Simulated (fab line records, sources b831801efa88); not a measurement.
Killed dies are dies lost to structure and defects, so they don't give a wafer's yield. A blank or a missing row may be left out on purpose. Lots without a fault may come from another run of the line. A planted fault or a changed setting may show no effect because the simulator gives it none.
fab line records | flow sky130
record lots=6 wafers=18 last_day=50
route steps=708 shown LDD_LDN@289 PAD_OPEN@708
lots that met no fault: from a run of the same line without faults
start_h: hours from the record's first day to the start of the lot's first wafer shown | wait_h: hours since the lot's step before | " the same as in the row above | L1.1+2: a row that stands for several wafers | - no value, or no start given | * or withheld: withheld | < > ~ a bound
route shown NAME@n: a module of which the file shows steps, and the number in the route of the first | usual: mean/standard deviation of fault-free wafers | same: alike in all rows | chamber/n: place in a boat | sites: the reading at each site | _std_site: their standard deviation | _edge_site: outer sites' mean less inner sites' | radius_mm: how far each site lies from the wafer's centre | mask NAME#n: copy n | behind: the tool/chamber that last shaped the wafer | hold: why the lot was held/for how many hours/how that ended | device: the transistor (n, p or np) that didn't switch | end of line: the same wafers' tests at the end of the route | a step without rows: its recipe alone | killed: dies lost to structure and defects at the first sort, not the wafer's yield | map: a wafer's dies, x killed, . not, _ none there
set.NAME: the setting as run; set.NAME@STEP: as run at that earlier step | model.NAME: the simulator's own value behind a step, which no gauge read
lots at some steps of the route; a table a step, a row a wafer
services: from which hour (start_h, from the record's first day; less than 0 if before it) a tool's chamber was out of use, for how many hours, and why
## steps
# step SKY_LDD_LDN_DEHYDRATE_00
# recipe temp_c=200 time_s=60
# step SKY_LDD_LDN_HMDS_01
# recipe prime_time_s=60 prime_temp_c=120
# step SKY_LDD_LDN_COAT_02
# recipe resist=NOVOLAK spin_rpm=3000 resist_thk_nm=1140
# step SKY_LDD_LDN_SOFTBAKE_03
# recipe temp_c=90 time_s=60 resist=NOVOLAK
# step SKY_LDD_LDN_EXPOSE_04
# recipe mask_id=LDNTM na=0.6 source_shape=conventional sigma_outer=0.6 polarization=unpolarized target_cd_nm=700 dose_mj=140
# step SKY_LDD_LDN_PEB_05
# recipe temp_c=withheld time_s=* resist=NOVOLAK
# step SKY_LDD_LDN_DEVELOP_06
# recipe resist=NOVOLAK developer=TMAH develop_time_s=60 dev_temp_c=23
# step SKY_LDD_LDN_OVL_MEAS_07
# usual LDD_LDN_OVL=1.2/1.5
# columns lot.wafer tool chamber start_h wait_h LDD_LDN_OVL[nm]
L690.4 overlay-01 - 535.07 0.1 3.7
L690.5 " - " " 1.9
L690.6 " - " " 1.8
L692.1 overlay-01 - 554.80 0.1 1.7
L692.2 " - " " 2.7
L692.4 " - " " 1.2
L704.2 overlay-01 - 652.27 0.1 1.0
L704.3 " - " " 0.2
L704.6 " - " " 0.2
L703.3 overlay-02 - 657.48 0.1 -1.4
L703.4 " - " " -2.7
L703.6 " - " " 1.4
L711.2 overlay-02 - 706.02 0.1 0.6
L711.4 " - " " 2.1
L711.6 " - " " 0.9
L712.1 overlay-02 - 725.20 0.1 -1.4
L712.4 " - " " -1.0
L712.6 " - " " -1.2
# step SKY_LDD_LDN_IMPLANT_08
# recipe species=As energy_kev=15 dose_cm2=1.25e+13 tilt_deg=withheld rotation_deg=23
# step SKY_LDD_LDN_IMPLANT_09
# recipe species=As energy_kev=15 dose_cm2=1.25e+13 tilt_deg=withheld rotation_deg=113
# step SKY_LDD_LDN_IMPLANT_10
# recipe species=As energy_kev=15 dose_cm2=1.25e+13 tilt_deg=withheld rotation_deg=203
# step SKY_LDD_LDN_IMPLANT_11
# recipe species=As energy_kev=15 dose_cm2=1.25e+13 tilt_deg=withheld rotation_deg=293
# step SKY_LDD_LDN_STRIP_12
# recipe chemistry=O2/N2 power_w=1400 pressure_mtorr=1500 platen_temp_c=withheld o2_flow_sccm=3000 n2_flow_sccm=300 overash_fraction=0.5
# usual chamber_pressure_mTorr=1499.7/1.4 drypump_motor_current_A=5.7/0.44 oes_product_au=0.716/0.0042 overash_fraction=0.5/0 strip_time_to_endpoint_s=14.19/0.04
# columns lot.wafer tool chamber start_h wait_h chamber_pressure_mTorr drypump_motor_current_A oes_product_au overash_fraction rf_hours_counter_h strip_time_to_endpoint_s model.NOVOLAK_of_LDD_LDN_COAT_02.thk_nm
L690.4 plasma_asher-02 0 535.72 0.1 1502.7 6.2 0.720 0.5 - 14.19 0
L690.5 " 1 " " 1500.4 5.5 0.716 0.5 - 14.23 0
L690.6 " 0 " " 1499.2 6.3 0.723 0.5 - 14.17 0
L692.1 plasma_asher-02 1 555.44 0.1 1499.4 5.5 0.719 0.5 12 14.24 0
L692.2 " 0 " " 1500.0 6.2 0.721 0.5 12 14.25 0
L692.4 " 1 " " 1501.7 5.4 0.715 0.5 - 14.23 0
L704.2 plasma_asher-01 1 652.90 0.1 - - - - - - 1136
L704.3 " 0 " " - - - - - - 1140
L704.6 " 0 " " - - - - - - 1134
L703.3 plasma_asher-02 0 658.13 0.1 - - - - - - 1134
L703.4 " 1 " " - - - - - - 1138
L703.6 " 1 " " - - - - - - 1141
L711.2 plasma_asher-03 0 706.65 0.1 1499.3 4.9 0.725 0.5 85 14.19 0
L711.4 " 0 " " 1500.5 5.0 0.710 0.5 - 14.21 0
L711.6 " 0 " " 1501.0 5.0 0.710 0.5 - 14.16 0
L712.1 plasma_asher-03 1 725.84 0.1 1497.0 5.8 0.713 0.5 87 14.13 0
L712.4 " 0 " " 1499.2 4.9 0.714 0.5 - 14.13 0
L712.6 " 1 " " 1501.0 5.9 0.712 0.5 - 14.08 0
# step SKY_LDD_LDN_TW_MEAS_13
# usual LDD_LDN_TW=1479/6
# columns lot.wafer tool chamber start_h wait_h LDD_LDN_TW
L690.4 film_metro-02 - 535.82 0.1 1469
L690.5 " - " " 1474
L690.6 " - " " 1483
L692.1 film_metro-04 - 555.54 0.1 1489
L692.2 " - " " 1469
L692.4 " - " " 1477
L704.2 film_metro-04 - 653.01 0.1 1475
L704.3 " - " " 1479
L704.6 " - " " 1480
L703.3 film_metro-02 - 658.22 0.1 1482
L703.4 " - " " 1477
L703.6 " - " " 1478
L711.2 film_metro-03 - 706.76 0.1 1484
L711.4 " - " " 1473
L711.6 " - " " 1478
L712.1 film_metro-04 - 725.94 0.1 1480
L712.4 " - " " 1479
L712.6 " - " " 1485
# step SKY_PAD_OPEN_PROBE_99
# usual killed_at_M0_to_M3=43/6.8 killed_at_M4_up=3.2/1.8 killed_at_contacts=24/6.2 killed_at_front_end=15/4.7 killed_at_other=0.4/0.63 killed_dies=86/9.6 killed_on_rim=17/3.9 killed_open=47/6.9 killed_short=39/6.3
# same gross_dies=492 killed_at_back_side=0
# columns lot.wafer tool chamber start_h wait_h killed_at_M0_to_M3 killed_at_M4_up killed_at_contacts killed_at_front_end killed_at_other killed_dies killed_on_rim killed_open killed_short
L690.4 prober-02 - 1080.63 0.2 36 2 22 14 0 74 15 44 29
L690.5 prober-02 - 1080.68 0.2 40 0 31 11 0 82 15 47 35
L690.6 prober-02 - 1080.73 0.2 47 2 36 13 0 98 18 59 39
L704.2 prober-01 - 1157.67 0.1 41 2 30 419 0 492 96 42 40
L704.3 prober-01 - 1157.72 0.2 37 1 37 417 0 492 96 53 34
L704.6 prober-01 - 1157.87 0.2 44 3 21 424 0 492 96 47 38
L703.3 prober-02 - 1160.98 0.2 49 2 25 416 0 492 96 54 39
L703.4 prober-02 - 1161.03 0.2 39 3 20 430 0 492 96 47 32
L703.6 prober-02 - 1161.13 0.2 49 2 15 425 1 492 96 44 34
# killed by level:class
L690.4 VIA1:geometric_particle:open=9 VIA3:geometric_particle:open=7 CONTACT:geometric_particle:open=7 VIA2:geometric_particle:open=7 CONTACT:geometric_particle:short=6 LI_CONTACT:geometric_particle:open=4 METAL2:geometric_particle:short=4 FIELD_ISO:geometric_particle:short=3
L690.5 CONTACT:geometric_particle:open=10 LI_CONTACT:geometric_particle:open=8 METAL1:geometric_particle:short=7 VIA3:geometric_particle:open=7 VIA2:geometric_particle:open=7 LOCAL_INTERCONNECT:geometric_particle:short=6 VIA1:geometric_particle:open=6 FIELD_ISO:geometric_particle:short=4
L690.6 CONTACT:geometric_particle:open=14 LI_CONTACT:geometric_particle:open=10 VIA1:geometric_particle:open=10 VIA2:geometric_particle:open=9 METAL3:geometric_particle:short=5 LOCAL_INTERCONNECT:geometric_particle:short=5 VIA1:geometric_particle:short=5 VIA3:geometric_particle:open=5
L704.2 SPACER:area_cvd=409 VIA2:geometric_particle:open=9 LI_CONTACT:geometric_particle:open=8 CONTACT:geometric_particle:short=8 CONTACT:geometric_particle:open=8 VIA1:geometric_particle:short=7 VIA1:geometric_particle:open=7 LOCAL_INTERCONNECT:geometric_particle:short=5
L704.3 SPACER:area_cvd=403 CONTACT:geometric_particle:open=16 VIA2:geometric_particle:open=10 LI_CONTACT:geometric_particle:open=7 VIA1:geometric_particle:open=7 FIELD_ISO:geometric_particle:short=6 LOCAL_INTERCONNECT:geometric_particle:short=6 VIA3:geometric_particle:open=5
L704.6 SPACER:area_cvd=407 CONTACT:geometric_particle:open=10 VIA1:geometric_particle:open=9 VIA3:geometric_particle:open=8 METAL2:geometric_particle:short=7 POLY_GATE:geometric_particle:short=6 VIA2:geometric_particle:open=5 FIELD_ISO:geometric_particle:short=4
L703.3 SPACER:area_cvd=399 VIA1:geometric_particle:open=14 CONTACT:geometric_particle:open=12 FIELD_ISO:geometric_particle:short=7 VIA2:geometric_particle:open=7 VIA1:geometric_particle:short=6 LI_CONTACT:geometric_particle:open=5 VIA3:geometric_particle:open=5
L703.4 SPACER:area_cvd=412 VIA1:geometric_particle:open=10 LI_CONTACT:geometric_particle:open=9 VIA2:geometric_particle:open=9 CONTACT:geometric_particle:open=7 POLY_GATE:geometric_particle:short=5 VIA1:geometric_particle:short=5 POLY_GATE:geometric_particle:open=4
L703.6 SPACER:area_cvd=412 VIA2:geometric_particle:open=11 VIA1:geometric_particle:open=10 VIA3:geometric_particle:open=7 METAL1:geometric_particle:short=6 CONTACT:geometric_particle:short=5 FIELD_ISO:geometric_particle:short=4 CONTACT:geometric_particle:open=4
# map L703.3 (x killed, . not)
__________xxxxxxxxxx_________
________xxxxxxxxxxxxxx_______
______xxxxxxxxxxxxxxxxxx_____
_____xxxxxxxxxxxxxxxxxxxx____
____xxxxxxxxxxxxxxxxxxxxxx___
___xxxxxxxxxxxxxxxxxxxxxxxx__
__xxxxxxxxxxxxxxxxxxxxxxxxxx_
_xxxxxxxxxxxxxxxxxxxxxxxxxxxx
_xxxxxxxxxxxxxxxxxxxxxxxxxxxx
_xxxxxxxxxxxxxxxxxxxxxxxxxxxx
_xxxxxxxxxxxxxxxxxxxxxxxxxxxx
_xxxxxxxxxxxxxxxxxxxxxxxxxxxx
_xxxxxxxxxxxxxxxxxxxxxxxxxxxx
_xxxxxxxxxxxxxxxxxxxxxxxxxxxx
_xxxxxxxxxxxxxxxxxxxxxxxxxxxx
__xxxxxxxxxxxxxxxxxxxxxxxxxx_
___xxxxxxxxxxxxxxxxxxxxxxxx__
____xxxxxxxxxxxxxxxxxxxxxx___
_____xxxxxxxxxxxxxxxxxxxx____
______xxxxxxxxxxxxxxxxxx_____
________xxxxxxxxxxxxxx_______
__________xxxxxxxxxx_________
# map L704.2 (x killed, . not)
__________xxxxxxxxxx_________
________xxxxxxxxxxxxxx_______
______xxxxxxxxxxxxxxxxxx_____
_____xxxxxxxxxxxxxxxxxxxx____
____xxxxxxxxxxxxxxxxxxxxxx___
___xxxxxxxxxxxxxxxxxxxxxxxx__
__xxxxxxxxxxxxxxxxxxxxxxxxxx_
_xxxxxxxxxxxxxxxxxxxxxxxxxxxx
_xxxxxxxxxxxxxxxxxxxxxxxxxxxx
_xxxxxxxxxxxxxxxxxxxxxxxxxxxx
_xxxxxxxxxxxxxxxxxxxxxxxxxxxx
_xxxxxxxxxxxxxxxxxxxxxxxxxxxx
_xxxxxxxxxxxxxxxxxxxxxxxxxxxx
_xxxxxxxxxxxxxxxxxxxxxxxxxxxx
_xxxxxxxxxxxxxxxxxxxxxxxxxxxx
__xxxxxxxxxxxxxxxxxxxxxxxxxx_
___xxxxxxxxxxxxxxxxxxxxxxxx__
____xxxxxxxxxxxxxxxxxxxxxx___
_____xxxxxxxxxxxxxxxxxxxx____
______xxxxxxxxxxxxxxxxxx_____
________xxxxxxxxxxxxxx_______
__________xxxxxxxxxx_________
## services
# columns tool chamber start_h hours kind
plasma_asher-01 - 527.95 4.3 pm
plasma_asher-03 - 596.78 14.6 pm
plasma_asher-02 - 680.76 4.3 pm
plasma_asher-03 - 711.82 4.6 repair
## key
first_sign step=SKY_LDD_LDN_STRIP_12 reading=tool_record direction=missing
effect step=SKY_PAD_OPEN_PROBE_99 reading=killed_at_front_end direction=up sigmas=87 usual=15 struck=422
model_effect step=SKY_LDD_LDN_STRIP_12 value=NOVOLAK_of_LDD_LDN_COAT_02.thk_nm without=0 struck=1137
more_kills_born_at SKY_SPACER_CVD_00@lpcvd-02=2442
met_at SKY_LDD_LDN_STRIP_12
struck_wafers L703.3,L703.4,L703.6,L704.2,L704.3,L704.6
later_rows_left_out L703.3,L703.4,L703.6,L704.2,L704.3,L704.6
tester_left_out L703,L704
onset_between 555.44 652.90
fault kind=skipped_step_whole tool=plasma_asher-01,plasma_asher-02 chamber=- onset_h=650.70 steps=SKY_LDD_LDN_STRIP_12 scope=struck_lots_only
# tester_left_out: of these lots the tester's yield and bins aren't shown, on N5 and GAA mostly nor the transistor test; their killed dies are dies lost to structure and defects alone, not to doping, threshold or leakage, so they don't give the yield
# later_rows_left_out: the simulator's readings of these wafers behind a module that went badly wrong aren't trusted and aren't shown, but for the sort
